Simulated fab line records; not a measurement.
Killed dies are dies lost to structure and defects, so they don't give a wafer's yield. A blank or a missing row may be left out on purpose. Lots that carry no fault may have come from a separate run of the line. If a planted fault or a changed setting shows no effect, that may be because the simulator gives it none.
Which tool is to blame? -- flow sky130 -- 36 wafers from 12 lots sampled at 4 of the route's 708 steps

WHAT EACH GAUGE READ, for each wafer
SKY_NWELL_THK_MEAS_02.
lot,measured,on,NWELL_OXIDATION_THK (nm)
L398,day 3 05:05,filmMetro-01,10.13 9.99 9.97
L399,day 3 05:08,filmMetro-03,10.08 9.83 10.13
L402,day 3 13:24,filmMetro-01,10.11 9.80 9.88
L403,day 3 17:34,filmMetro-04,10.17 10.14 10.07
L404,day 3 22:06,filmMetro-04,9.83 9.89 9.96
L405,day 4 01:34,filmMetro-04,10.21 10.22 10.21
L408,day 4 18:27,filmMetro-03,9.77 9.89 9.54
L409,day 4 21:17,filmMetro-01,9.96 9.88 10.13
L418,day 6 20:41,filmMetro-04,9.79 9.96 9.78
L419,day 6 23:55,filmMetro-01,9.96 10.06 9.90
L420,day 7 06:24,filmMetro-04,9.90 9.92 9.94
L421,day 7 19:02,filmMetro-01,10.10 10.11 10.06

SKY_SONOS_TUNNEL_CD_MEAS_07: the cd target is 410 nm.
lot,measured,on,cdNm (nm)
L398,day 12 05:09,cdSem-01,415.2 412.0 415.2
L399,day 12 06:43,cdSem-02,411.2 410.1 410.6
L402,day 12 19:26,cdSem-01,408.6 408.9 408.9
L403,day 13 03:02,cdSem-02,407.3 404.5 406.2
L404,day 13 10:18,cdSem-02,409.2 410.9 408.2
L405,day 13 18:58,cdSem-02,410.3 412.6 409.7
L408,day 14 17:45,cdSem-01,406.0 405.5 402.3
L409,day 14 19:38,cdSem-02,411.1 411.1 413.3
L418,day 17 21:57,cdSem-01,413.5 415.0 414.7
L419,day 18 06:30,cdSem-01,417.0 418.8 416.6
L420,day 18 11:18,cdSem-01,412.2 411.6 410.3
L421,day 19 08:10,cdSem-01,414.2 410.5 409.6

TOOL THAT RAN EACH LOT (tool first, then ch and the chambers of the sampled wafers, then the start)
lot,SKY_VT_ADJUST_HVTR_STRIP_10,SKY_SONOS_TUNNEL_DEVELOP_06
L398,"plasmaAsher-03 ch 0,1, day 10 06:58","lithoTrack-04 ch 0, day 12 05:00"
L399,"plasmaAsher-02 ch 0,1, day 10 07:53","lithoTrack-03 ch 0, day 12 06:34"
L402,"plasmaAsher-04 ch 0,1, day 10 20:23","lithoTrack-04 ch 0, day 12 19:17"
L403,"plasmaAsher-04 ch 0,1, day 11 02:41","lithoTrack-04 ch 0, day 13 02:53"
L404,"plasmaAsher-02 ch 0,1, day 11 10:27","lithoTrack-03 ch 0, day 13 10:10"
L405,"plasmaAsher-04 ch 0,1, day 11 16:29","lithoTrack-03 ch 0, day 13 18:49"
L408,"plasmaAsher-04 ch 0,1, day 12 13:43","lithoTrack-03 ch 0, day 14 17:37"
L409,"plasmaAsher-03 ch 0,1, day 12 16:35","lithoTrack-03 ch 0, day 14 19:29"
L418,"plasmaAsher-03 ch 0,1, day 15 12:02","lithoTrack-04 ch 0, day 17 21:48"
L419,"plasmaAsher-03 ch 0,1, day 15 20:20","lithoTrack-04 ch 0, day 18 06:21"
L420,"plasmaAsher-03 ch 0,1, day 16 00:11","lithoTrack-01 ch 0, day 18 11:09"
L421,"plasmaAsher-02 ch 0,1, day 16 19:41","lithoTrack-03 ch 0, day 19 08:01"
- SKY_VT_ADJUST_HVTR_STRIP_10: strips in O2/N2.
- SKY_SONOS_TUNNEL_DEVELOP_06: develop time 60 s.

WHAT THE TOOLS THEMSELVES READ (means of the sampled wafers that have a number; where no wafer has one, the mark that the record gives instead)
SKY_VT_ADJUST_HVTR_STRIP_10.
lot,tool,drypumpMotorCurrentA (A),n2FlowSccm (sccm),oesProductAu (a.u.),stripTimeToEndpointS (s)
L398,plasmaAsher-03,5.8,300.9,0.711,14.39
L399,plasmaAsher-02,5.1,300.3,0.716,14.34
L402,plasmaAsher-04,5.9,299.7,0.717,14.29
L403,plasmaAsher-04,6.0,300.0,0.718,14.29
L404,plasmaAsher-02,5.1,300.8,0.717,14.28
L405,plasmaAsher-04,6.0,299.6,0.718,14.30
L408,plasmaAsher-04,6.0,300.1,0.714,14.39
L409,plasmaAsher-03,5.4,299.9,0.713,14.34
L418,plasmaAsher-03,5.4,300.3,0.718,14.34
L419,plasmaAsher-03,5.4,299.4,0.714,14.28
L420,plasmaAsher-03,5.4,299.4,0.719,14.31
L421,plasmaAsher-02,5.1,300.9,0.717,14.35

SKY_SONOS_TUNNEL_DEVELOP_06.
lot,tool,developerTempC (C)
L398,lithoTrack-04,23.15
L399,lithoTrack-03,23.04
L402,lithoTrack-04,22.98
L403,lithoTrack-04,23.02
L404,lithoTrack-03,23.01
L405,lithoTrack-03,22.94
L408,lithoTrack-03,23.07
L409,lithoTrack-03,23.12
L418,lithoTrack-04,20.73
L419,lithoTrack-04,20.72
L420,lithoTrack-01,22.97
L421,lithoTrack-03,23.23

THE ANSWER, worked out from the rows above alone
Rule: the lots themselves supply what counts as usual. Put in order of their means at a reading, lots are off if they are a third of the lots or fewer, leave a main group of 4 or more, and stand apart from it by a gap of 3 or more times the standard deviation of the main group's means; of several such gaps the widest counts. A main group whose means are all the same, to the digits that the tables above print for the reading, isn't used. A lot without any number at a reading at which 4 lots or more have one is off too. Any other lot the step has rows for is counted as sound. Order of review: gauges by route order, followed by the tools' own readings, for which a lot's mean as printed above is used. The first step at which some lot is off is used, and at that step the reading that is off furthest; a lot without a number counts as furthest.
Off, at SKY_SONOS_TUNNEL_DEVELOP_06 on developerTempC: L418, L419. The main group: mean 23.05 C, standard deviation 0.086.
If a tool, at that step or one of the process steps before it, ran each lot that is off and ran no sound lot following the first of them, it fits. One candidate fits, namely lithoTrack-04 at SKY_SONOS_TUNNEL_DEVELOP_06. Its last sound lot is L403 (day 13 02:53), its first lot that is off L418 (day 17 21:48): a fault that began between those two fits.
The tool's own readings at SKY_SONOS_TUNNEL_DEVELOP_06 bear it out: on the lots that are off they differ by more than 5 times the standard deviation of the sound lots' means. developerTempC reads 20.73 C there against 23.05 C on the sound lots.

WHAT THE SIMULATOR HAD PUT IN
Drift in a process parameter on lithoTrack-04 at SKY_SONOS_TUNNEL_DEVELOP_06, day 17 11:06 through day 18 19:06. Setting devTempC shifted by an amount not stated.
Lots struck among those shown: L418, L419. The rule given above showed the same thing.
